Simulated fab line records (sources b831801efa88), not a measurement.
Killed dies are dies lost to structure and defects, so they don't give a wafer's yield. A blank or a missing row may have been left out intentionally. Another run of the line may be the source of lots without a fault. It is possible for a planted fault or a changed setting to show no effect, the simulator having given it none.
fab line records	flow gf180mcu
record: lots: 5	wafers: 23
route steps=602 shown V3@441 M4@460 V4@480 MIM@511
start-h: hours from the record's first day to the start of the lot's first wafer shown	wait-h: hours from the lot's prior step to this one	" same as the row above	L1.1+2: several wafers, shown together as one row	- no value present, or no start provided	* or withheld: withheld	< > ~ a bound
route shown NAME@n: names a module that has steps shown in the file, with the first one's number in the route	usual: mean/standard deviation of fault-free wafers	same: alike in all rows	chamber/n: place in a boat	sites: readings site by site	_std_site: standard deviation across them	_edge_site: mean of outer sites minus mean of inner sites	radius-mm: how far each site lies from the wafer's centre	mask NAME#n: copy n	behind: the tool/chamber that last shaped the wafer	hold: reason for holding the lot/hours on hold/outcome of the hold	device: the transistor (n, p or np) that didn't switch	end of line: the same wafers' tests at the end of the route	step lacking rows: just its recipe	killed: at the first sort, the dies lost to defects and structure; wafer yield is something else	map: shows each die of a wafer: x if killed, . if not, _ if none is there
set.NAME: the setting the step ran with; set.NAME@STEP: the setting that earlier step ran with	model.NAME: the simulator's own value behind a step, which no gauge read
lots run with intentionally changed settings; tables by step, rows by wafer
== steps ==
step: GF_V3_PEB_12
recipe: peb-temp-c: 135	peb-time-s: 90	resist: KrF
lot.wafer	tool	chamber	start-h	wait-h	set.peb-time-s
L074.1+4+6	litho-track-04	0	-	-	83.64
L074.2+3	"	0	"	"	90
L076.1+2+6	litho-track-04	0	-	-	90
L076.4+5	"	0	"	"	82.97
L077.1+5+6	litho-track-04	0	-	-	90
L078.1+5+6	litho-track-02	0	-	-	86.17
L078.2+4	"	0	"	"	90
L080.2+3+5	litho-track-01	0	-	-	99.38
L080.4+6	"	0	"	"	90
step: GF_V3_DEVELOP_13
recipe: develop-time-s: 60	resist: KrF	dev-temp-c: 21
step: GF_V3_ETCH_16
recipe: chemistry: N2/H2	target-depth-a: withheld	overetch-a: withheld	time-s: withheld	target: BARC	ion-energy-ev: 200	source-w: 500	bias-w: 100	pressure-mtorr: 30	n2-flow-sccm: 100	h2-flow-sccm: 200
step: GF_V3_ETCH_17
recipe: chemistry: C4F8/O2/Ar	mask-material: KrF	target: SiO2	stop-on: TiN	source-w: 1500	bias-w: 1200	pressure-mtorr: 40	c4f8-flow-sccm: withheld	O2_flow_sccm: 6	Ar_flow_sccm: 300	time-s: withheld	target-depth-a: 6350
lot.wafer	tool	chamber	start-h	wait-h	set.leave-above-ref-nm@V3_CMP_04	model.V3.feature-depth-nm
L074.1	rie-diel-01	1	-	-	632.5	632.7
L074.2	"	3	"	"	605.3	604.6
L074.3	"	2	"	"	632.5	631.6
L074.4	"	0	"	"	605.3	605.6
L074.6	"	0	"	"	605.3	605.4
L076.1	rie-diel-01	1	-	-	632.5	632.1
L076.2	"	0	"	"	632.5	633.7
L076.4	"	0	"	"	632.5	632.8
L076.5	"	3	"	"	632.5	633
L076.6	"	1	"	"	632.5	633.2
L077.1	rie-diel-03	3	-	-	632.5	631.9
L077.5	"	0	"	"	632.5	631.5
L077.6	"	1	"	"	632.5	631.6
L078.1	rie-diel-02	1	-	-	656.9	656.6
L078.2	"	3	"	"	656.9	657
L078.4	"	0	"	"	632.5	632.4
L078.5	"	2	"	"	632.5	631.9
L078.6	"	3	"	"	632.5	631.5
L080.2	rie-diel-03	1	-	-	617.3	615.5
L080.3	"	0	"	"	617.3	616.4
L080.4	"	2	"	"	617.3	616.5
L080.5	"	2	"	"	632.5	631.3
L080.6	"	1	"	"	632.5	631.7
step: GF_V3_CMP_26
recipe: stop-on: SiO2	down-force-psi: 3.5	platen-rpm: 60	t-overpolish-s: 15	target-thk-nm: 0	pad-velocity-m-s: 0.94248
usual: overpolish-run-s: 14.999/0.0098
lot.wafer	tool	chamber	start-h	wait-h	set.t-overpolish-s	set.leave-above-ref-nm@V3_CMP_04	overpolish-run-s	model.SiO2_of_V3_CVD_02.thk-nm
L074.4	cmp-02	3	504.32	0.0	18.35	605.3	18.361	601
L074.1	"	0	"	"	18.35	632.5	18.347	628
L074.3	"	1	"	"	15	632.5	15.001	627.8
L074.2	"	2	"	"	15	605.3	15.002	600.9
L074.6	"	3	"	"	15	605.3	14.996	601.6
L076.2	cmp-01	3	529.83	0.0	15	632.5	14.997	629.9
L076.4	"	0	"	"	15	632.5	15.003	629.1
L076.1	"	2	"	"	15	632.5	14.984	628.3
L076.5	"	3	"	"	15	632.5	14.995	629.2
L076.6	"	0	"	"	15	632.5	15.011	629.4
L077.1	cmp-01	0	531.42	0.1	15	632.5	14.992	628.2
L077.6	"	0	"	"	15	632.5	15.002	627.8
L077.5	"	1	"	"	15	632.5	14.987	627.7
L078.2	cmp-02	0	542.34	0.0	11.36	656.9	11.351	654.2
L078.4	"	1	"	"	11.36	632.5	11.354	629.6
L078.1	"	3	"	"	11.36	656.9	11.360	653.7
L078.5	"	0	"	"	15	632.5	15.001	628.1
L078.6	"	1	"	"	15	632.5	14.998	627.8
L080.3	cmp-02	0	564.80	0.0	12.12	617.3	12.120	613.3
L080.4	"	2	"	"	12.12	617.3	12.109	613.4
L080.2	"	3	"	"	15	617.3	15.008	611.8
L080.6	"	0	"	"	12.12	632.5	12.129	628.6
L080.5	"	1	"	"	15	632.5	14.979	627.5
step: GF_M4_SPUTTER_04
recipe: material: TiN	target-thk-nm: 50	power-w: 6500	time-s: 41.7	chamber-pressure-pa: 0.4
lot.wafer	tool	chamber	start-h	wait-h	set.time-s	model.TiN_of_M4_SPUTTER_04.thk-nm
L074.1	pvd-sputter-01	-	504.83	0.0	41.7	50.23
L074.2	"	-	"	"	38.11	46.11
L074.3	"	-	"	"	41.7	49.92
L074.4	"	-	"	"	38.11	45.44
L074.6	"	-	"	"	41.7	49.82
L076.1	pvd-sputter-04	-	530.31	0.0	41.7	49.09
L076.2	"	-	"	"	41.7	49.5
L076.4	"	-	"	"	41.7	49.57
L076.5	"	-	"	"	38.84	46.09
L076.6	"	-	"	"	38.84	46.24
L077.1	pvd-sputter-02	-	531.91	0.0	41.7	49.97
L077.5	"	-	"	"	41.7	49.37
L077.6	"	-	"	"	41.7	49.6
L078.1	pvd-sputter-01	-	542.82	0.0	41.7	49.5
L078.2	"	-	"	"	44.67	53.12
L078.4	"	-	"	"	44.67	53.3
L078.5	"	-	"	"	44.67	53.19
L078.6	"	-	"	"	41.7	49.45
L080.2	pvd-sputter-02	-	565.28	0.0	41.7	50.14
L080.3	"	-	"	"	43.95	52.45
L080.4	"	-	"	"	43.95	52.43
L080.5	"	-	"	"	41.7	49.97
L080.6	"	-	"	"	41.7	49.11
step: GF_M4_EXPOSE_11
recipe: mask-id: Metal4	target-cd-nm: 280	na: 0.68	source-shape: conventional	sigma-outer: 0.6	dose-mj: 28
lot.wafer	tool	chamber	start-h	wait-h	mask	set.dose-mj
L074.1+2+6	krf-scanner-01	0	-	-	Metal4#0	28
L074.3+4	"	0	"	"	Metal4#0	27.18
L076.1+5+6	krf-scanner-01	0	-	-	Metal4#0	28
L076.2+4	"	0	"	"	Metal4#0	26.9
L077.1+5+6	krf-scanner-01	0	-	-	Metal4#0	28
L078.1+2+4+5+6	krf-scanner-02	0	-	-	Metal4#0	28
L080.2+4	krf-scanner-01	0	-	-	Metal4#0	28
L080.3+5+6	"	0	"	"	Metal4#0	26.92
step: GF_M4_PEB_12
recipe: peb-temp-c: 135	peb-time-s: 90	resist: KrF
step: GF_M4_DEVELOP_13
recipe: develop-time-s: 60	dev-temp-c: 21
step: GF_M4_CD_MEAS_14
recipe: target-cd-nm: 280
usual: cd-nm: 280.3/1
lot.wafer	tool	chamber	start-h	wait-h	set.dose-mj@M4_EXPOSE_11	cd-nm
L074.1	cd-sem-02	-	527.72	0.1	28	280.7
L074.2	"	-	"	"	28	280.7
L074.3	"	-	"	"	27.18	285.3
L074.4	"	-	"	"	27.18	284.8
L074.6	"	-	"	"	28	280.6
L076.1	cd-sem-01	-	552.17	0.1	28	280.9
L076.2	"	-	"	"	26.9	286.4
L076.4	"	-	"	"	26.9	287.0
L076.5	"	-	"	"	28	280.2
L076.6	"	-	"	"	28	280.8
L077.1	cd-sem-02	-	554.16	0.1	28	281.5
L077.5	"	-	"	"	28	280.2
L077.6	"	-	"	"	28	280.0
L078.1	cd-sem-02	-	565.32	0.1	28	281.5
L078.2	"	-	"	"	28	281.1
L078.4	"	-	"	"	28	281.3
L078.5	"	-	"	"	28	280.7
L078.6	"	-	"	"	28	279.0
L080.2	cd-sem-01	-	586.33	0.1	28	278.5
L080.3	"	-	"	"	26.92	284.1
L080.4	"	-	"	"	28	278.9
L080.5	"	-	"	"	26.92	284.9
L080.6	"	-	"	"	26.92	284.7
step: GF_V4_CMP_04
recipe: material: SiO2	down-force-psi: 4	platen-rpm: 60	pad-velocity-m-s: 0.94248
lot.wafer	tool	chamber	start-h	wait-h	set.leave-above-ref-nm	model.SiO2_of_V4_CVD_02.thk-nm
L074.3	cmp-02	2	528.82	0.0	632.5	634.2
L074.2	"	3	"	"	652	652.7
L074.4	"	0	"	"	632.5	632.9
L074.1	"	1	"	"	632.5	633.4
L074.6	"	2	"	"	652	652.4
L076.1	cmp-01	0	553.34	0.2	632.5	634.2
L076.2	"	1	"	"	632.5	632.4
L076.4	"	3	"	"	609.2	609.3
L076.6	"	0	"	"	609.2	609.6
L076.5	"	1	"	"	609.2	609.8
L077.1	cmp-02	1	555.28	0.1	632.5	632.3
L077.6	"	0	"	"	632.5	632.7
L077.5	"	1	"	"	632.5	632.6
L078.4+1	cmp-01	3,0	566.56	0.1	632.5	632.1
L078.2	"	1	"	"	632.5	632.8
L078.6	"	2	"	"	632.5	632.2
L078.5	"	3	"	"	632.5	633
L080.4	cmp-01	2	587.40	0.0	632.5	631.7
L080.2	"	3	"	"	612.9	613.8
L080.3	"	1	"	"	612.9	612.1
L080.6	"	2	"	"	612.9	613.7
L080.5	"	3	"	"	632.5	633.1
step: GF_V4_EXPOSE_11
recipe: mask-id: Via4	target-cd-nm: 260	na: 0.68	source-shape: conventional	sigma-outer: 0.6	dose-mj: 38
lot.wafer	tool	chamber	start-h	wait-h	mask	set.dose-mj
L074.1+6	krf-scanner-02	0	-	-	Via4#0	38.98
L074.2+3+4	"	0	"	"	Via4#0	38
L076.1+2+5	krf-scanner-01	0	-	-	Via4#0	36.48
L076.4+6	"	0	"	"	Via4#0	38
L077.1+5+6	krf-scanner-01	0	-	-	Via4#0	38
L078.1+4	krf-scanner-02	0	-	-	Via4#0	38
L078.2+5+6	"	0	"	"	Via4#0	38.79
L080.2+3+4	krf-scanner-02	0	-	-	Via4#0	38
L080.5+6	"	0	"	"	Via4#0	39.65
step: GF_V4_PEB_12
recipe: peb-temp-c: 135	peb-time-s: 90	resist: KrF
step: GF_V4_DEVELOP_13
recipe: develop-time-s: 58.91	resist: KrF	dev-temp-c: 21
lot.wafer	tool	chamber	start-h	wait-h	set.dose-mj@V4_EXPOSE_11	model.V4.cd-nm
L074.1	litho-track-01	0	551.37	0.2	38.98	264.4
L074.2	"	0	"	"	38	260.3
L074.3	"	0	"	"	38	260.8
L074.4	"	0	"	"	38	260.5
L074.6	"	0	"	"	38.98	264.3
L076.1	litho-track-04	0	575.16	0.2	36.48	253.6
L076.2	"	0	"	"	36.48	253.1
L076.4	"	0	"	"	38	259.9
L076.5	"	0	"	"	36.48	254
L076.6	"	0	"	"	38	260.8
L077.1	litho-track-04	0	576.26	0.2	38	260.2
L077.5	"	0	"	"	38	259.7
L077.6	"	0	"	"	38	260.8
L078.1	litho-track-01	0	588.22	0.2	38	259.2
L078.2	"	0	"	"	38.79	263.1
L078.4	"	0	"	"	38	260.1
L078.5	"	0	"	"	38.79	263.3
L078.6	"	0	"	"	38.79	263.5
L080.2	litho-track-03	0	608.93	0.2	38	259.8
L080.3	"	0	"	"	38	259.1
L080.4	"	0	"	"	38	259.5
L080.5	"	0	"	"	39.65	266.7
L080.6	"	0	"	"	39.65	265.2
step: GF_V4_CD_MEAS_14
recipe: target-cd-nm: 260
usual: cd-nm: 260.2/0.95
lot.wafer	tool	chamber	start-h	wait-h	set.dose-mj@V4_EXPOSE_11	cd-nm
L074.1	cd-sem-02	-	551.52	0.1	38.98	264.4
L074.2	"	-	"	"	38	260.2
L074.3	"	-	"	"	38	260.6
L074.4	"	-	"	"	38	260.3
L074.6	"	-	"	"	38.98	264.1
L076.1	cd-sem-02	-	575.31	0.1	36.48	253.4
L076.2	"	-	"	"	36.48	253.0
L076.4	"	-	"	"	38	259.8
L076.5	"	-	"	"	36.48	254.1
L076.6	"	-	"	"	38	260.7
L077.1	cd-sem-01	-	576.41	0.1	38	260.1
L077.5	"	-	"	"	38	259.7
L077.6	"	-	"	"	38	260.8
L078.1	cd-sem-01	-	588.37	0.1	38	259.1
L078.2	"	-	"	"	38.79	263.1
L078.4	"	-	"	"	38	260.0
L078.5	"	-	"	"	38.79	263.4
L078.6	"	-	"	"	38.79	263.9
L080.2	cd-sem-02	-	609.08	0.1	38	259.9
L080.3	"	-	"	"	38	259.0
L080.4	"	-	"	"	38	259.7
L080.5	"	-	"	"	39.65	266.7
L080.6	"	-	"	"	39.65	265.3
step: GF_V4_ETCH_16
recipe: chemistry: N2/H2	target-depth-a: withheld	overetch-a: withheld	time-s: withheld	target: BARC	ion-energy-ev: 200	source-w: 500	bias-w: 100	pressure-mtorr: 30	n2-flow-sccm: 100	h2-flow-sccm: 200
step: GF_V4_ETCH_17
recipe: chemistry: C4F8/O2/Ar	mask-material: KrF	target: SiO2	stop-on: TiN	source-w: 1500	bias-w: 1200	pressure-mtorr: 40	c4f8-flow-sccm: withheld	O2_flow_sccm: 6	Ar_flow_sccm: 300	time-s: withheld	target-depth-a: 6300
lot.wafer	tool	chamber	start-h	wait-h	set.leave-above-ref-nm@V4_CMP_04	model.V4.feature-depth-nm
L074.1	rie-diel-04	2	-	-	632.5	633.4
L074.2	"	0	"	"	652	652.7
L074.3	"	1	"	"	632.5	634.2
L074.4	"	2	"	"	632.5	632.9
L074.6	"	0	"	"	652	652.4
L076.1	rie-diel-03	0	-	-	632.5	634.2
L076.2	"	2	"	"	632.5	632.4
L076.4	"	1	"	"	609.2	609.3
L076.5	"	3	"	"	609.2	609.8
L076.6	"	2	"	"	609.2	609.6
L077.1	rie-diel-04	0	-	-	632.5	632.3
L077.5	"	2	"	"	632.5	632.6
L077.6	"	0	"	"	632.5	632.7
L078.1+4	rie-diel-03	0,1	-	-	632.5	632.1
L078.2	"	3	"	"	632.5	632.8
L078.5	"	0	"	"	632.5	633
L078.6	"	3	"	"	632.5	632.2
L080.2	rie-diel-01	3	-	-	612.9	613.8
L080.3	"	2	"	"	612.9	612.1
L080.4	"	0	"	"	632.5	631.7
L080.5	"	0	"	"	632.5	633.1
L080.6	"	3	"	"	612.9	613.7
step: GF_MIM_SPUTTER_08
recipe: material: AlCu	target-thk-nm: 200	power-w: 10600	time-s: 10.6	chamber-pressure-pa: 0.4
lot.wafer	tool	chamber	start-h	wait-h	set.power-w	model.AlCu_of_MIM_SPUTTER_08.thk-nm
L074.1	pvd-sputter-03	-	553.40	0.0	11490	215.7
L074.2	"	-	"	"	11490	215.1
L074.3	"	-	"	"	11490	217.2
L074.4	"	-	"	"	10600	201.5
L074.6	"	-	"	"	10600	200.8
L076.1	pvd-sputter-04	-	577.21	0.0	10600	199.7
L076.2	"	-	"	"	11660	219.7
L076.4	"	-	"	"	10600	200.2
L076.5	"	-	"	"	10600	199.4
L076.6	"	-	"	"	11660	218.5
L077.1	pvd-sputter-01	-	578.29	0.0	10600	201.2
L077.5	"	-	"	"	10600	202.3
L077.6	"	-	"	"	10600	203.4
L078.1	pvd-sputter-04	-	590.29	0.0	10090	192.2
L078.2	"	-	"	"	10090	191.2
L078.4	"	-	"	"	10600	201
L078.5	"	-	"	"	10090	192.8
L078.6	"	-	"	"	10600	200.7
L080.2	pvd-sputter-01	-	610.99	0.0	11200	212.5
L080.3	"	-	"	"	10600	199.7
L080.4	"	-	"	"	10600	200.7
L080.5	"	-	"	"	10600	201.6
L080.6	"	-	"	"	11200	212.3
step: GF_MIM_SPUTTER_09
recipe: material: TiN	target-thk-nm: 35	power-w: 6500	time-s: 29.2	chamber-pressure-pa: 0.4
step: GF_MIM_RS_MEAS_10
recipe: thk-meas-gauge: four-point-probe	reads: TiN_of_MIM_SPUTTER_09+AlCu_of_MIM_SPUTTER_08+TiN_of_MIM_SPUTTER_07
usual: MIM_ALCU_RS: 0.1601/0.0018
lot.wafer	tool	chamber	start-h	wait-h	set.power-w@MIM_SPUTTER_08	MIM_ALCU_RS[ohm/sq]
L074.1	film-metro-03	-	553.46	0.0	11490	0.1484
L074.2	"	-	"	"	11490	0.1487
L074.3	"	-	"	"	11490	0.1472
L074.4	"	-	"	"	10600	0.1593
L074.6	"	-	"	"	10600	0.1596
L076.1	film-metro-03	-	577.27	0.0	10600	0.1604
L076.2	"	-	"	"	11660	0.1452
L076.4	"	-	"	"	10600	0.1601
L076.5	"	-	"	"	10600	0.1609
L076.6	"	-	"	"	11660	0.1462
L077.1	film-metro-03	-	578.35	0.0	10600	0.1591
L077.5	"	-	"	"	10600	0.1584
L077.6	"	-	"	"	10600	0.1575
L078.1	film-metro-01	-	590.35	0.0	10090	0.1672
L078.2	"	-	"	"	10090	0.1680
L078.4	"	-	"	"	10600	0.1594
L078.5	"	-	"	"	10090	0.1667
L078.6	"	-	"	"	10600	0.1602
L080.2	film-metro-03	-	611.07	0.0	11200	0.1505
L080.3	"	-	"	"	10600	0.1607
L080.4	"	-	"	"	10600	0.1598
L080.5	"	-	"	"	10600	0.1588
L080.6	"	-	"	"	11200	0.1505
step: GF_MIM_THK_MEAS_11
recipe: thk-meas-gauge: xrf	reads: AlCu_of_MIM_SPUTTER_08
usual: MIM_ALCU_THK: 197.9/2.2
lot.wafer	tool	chamber	start-h	wait-h	set.power-w@MIM_SPUTTER_08	MIM_ALCU_THK[nm]
L074.1	film-metro-03	-	553.58	0.1	11490	211.9
L074.2	"	-	"	"	11490	212.9
L074.3	"	-	"	"	11490	214.5
L074.4	"	-	"	"	10600	199.2
L074.6	"	-	"	"	10600	198.4
L076.1	film-metro-03	-	577.39	0.1	10600	197.3
L076.2	"	-	"	"	11660	217.7
L076.4	"	-	"	"	10600	198.7
L076.5	"	-	"	"	10600	197.0
L076.6	"	-	"	"	11660	216.6
L077.1	film-metro-03	-	578.47	0.1	10600	199.8
L077.5	"	-	"	"	10600	200.3
L077.6	"	-	"	"	10600	200.6
L078.1	film-metro-01	-	590.47	0.1	10090	190.5
L078.2	"	-	"	"	10090	189.2
L078.4	"	-	"	"	10600	198.0
L078.5	"	-	"	"	10090	189.1
L078.6	"	-	"	"	10600	198.3
L080.2	film-metro-03	-	611.18	0.1	11200	210.3
L080.3	"	-	"	"	10600	198.2
L080.4	"	-	"	"	10600	197.5
L080.5	"	-	"	"	10600	198.8
L080.6	"	-	"	"	11200	209.6
step: GF_MIM_COAT_14
recipe: resist: NOVOLAK	spin-rpm: 3000	resist-thk-nm: 1000
lot.wafer	tool	chamber	start-h	wait-h	set.resist-thk-nm	model.NOVOLAK_of_MIM_COAT_14.thk-nm
L074.1+2	litho-track-03	0	564.81	0.1	943.7	-
L074.3	"	0	"	"	1000	-
L074.4	"	0	"	"	943.7	944.8
L074.6	"	0	"	"	1000	999.7
L076.1	litho-track-01	0	587.72	0.1	954.4	956.2
L076.2	"	0	"	"	1000	-
L076.4	"	0	"	"	954.4	953.3
L076.5	"	0	"	"	1000	1004
L076.6	"	0	"	"	954.4	-
L077.1	litho-track-01	0	588.67	0.1	1000	1000
L077.5	"	0	"	"	1000	1001
L077.6	"	0	"	"	1000	999.4
L078.1	litho-track-03	0	600.76	0.1	963.4	965
L078.2	"	0	"	"	1000	1002
L078.4	"	0	"	"	1000	1006
L078.5	"	0	"	"	963.4	965.5
L078.6	"	0	"	"	1000	1005
L080.2	litho-track-01	0	620.80	0.1	1000	-
L080.3	"	0	"	"	1000	1001
L080.4	"	0	"	"	1055	1059
L080.5	"	0	"	"	1000	1003
L080.6	"	0	"	"	1055	-
== key ==
split: step: GF_V3_PEB_12	setting: peb-time-s	stated: 90	by: wafer
response none clear
split: step: GF_V3_CMP_26	setting: t-overpolish-s	stated: 15	by: wafer
response: step: GF_V3_CMP_26	reading: overpolish-run-s	change: +0.15	per: 1%	r: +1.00
split: step: GF_M4_SPUTTER_04	setting: time-s	stated: 41.7	by: wafer
response: step: GF_M4_SPUTTER_04	reading: model.TiN_of_M4_SPUTTER_04.thk-nm	change: +0.495	per: 1%	r: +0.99
split: step: GF_M4_EXPOSE_11	setting: dose-mj	stated: 28	by: wafer
response: step: GF_M4_CD_MEAS_14	reading: cd-nm	change: -1.52	per: 1%	r: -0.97
split: step: GF_V4_CMP_04	setting: leave-above-ref-nm	stated: 632.5	by: wafer
response: step: GF_V4_CMP_04	reading: model.SiO2_of_V4_CVD_02.thk-nm	change: +6.3	per: 1%	r: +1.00
response: step: GF_V4_ETCH_17	reading: model.V4.feature-depth-nm	change: +6.3	per: 1%	r: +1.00
split: step: GF_V4_EXPOSE_11	setting: dose-mj	stated: 38	by: wafer
response: step: GF_V4_DEVELOP_13	reading: model.V4.cd-nm	change: +1.59	per: 1%	r: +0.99
response: step: GF_V4_CD_MEAS_14	reading: cd-nm	change: +1.6	per: 1%	r: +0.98
split: step: GF_MIM_SPUTTER_08	setting: power-w	stated: 10600	by: wafer
response: step: GF_MIM_SPUTTER_08	reading: model.AlCu_of_MIM_SPUTTER_08.thk-nm	change: +1.89	per: 1%	r: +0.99
response: step: GF_MIM_RS_MEAS_10	reading: MIM_ALCU_RS	change: -0.00147	per: 1%	r: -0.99
response: step: GF_MIM_THK_MEAS_11	reading: MIM_ALCU_THK	change: +1.87	per: 1%	r: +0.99
split: step: GF_MIM_COAT_14	setting: resist-thk-nm	stated: 1000	by: wafer
response: step: GF_MIM_COAT_14	reading: model.NOVOLAK_of_MIM_COAT_14.thk-nm	change: +10.4	per: 1%	r: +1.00
split outside-this-file step=GF_V3_CMP_04 setting=leave-above-ref-nm
split outside-this-file: this setting was split too, and the file shows its column; the key of that split is in another file
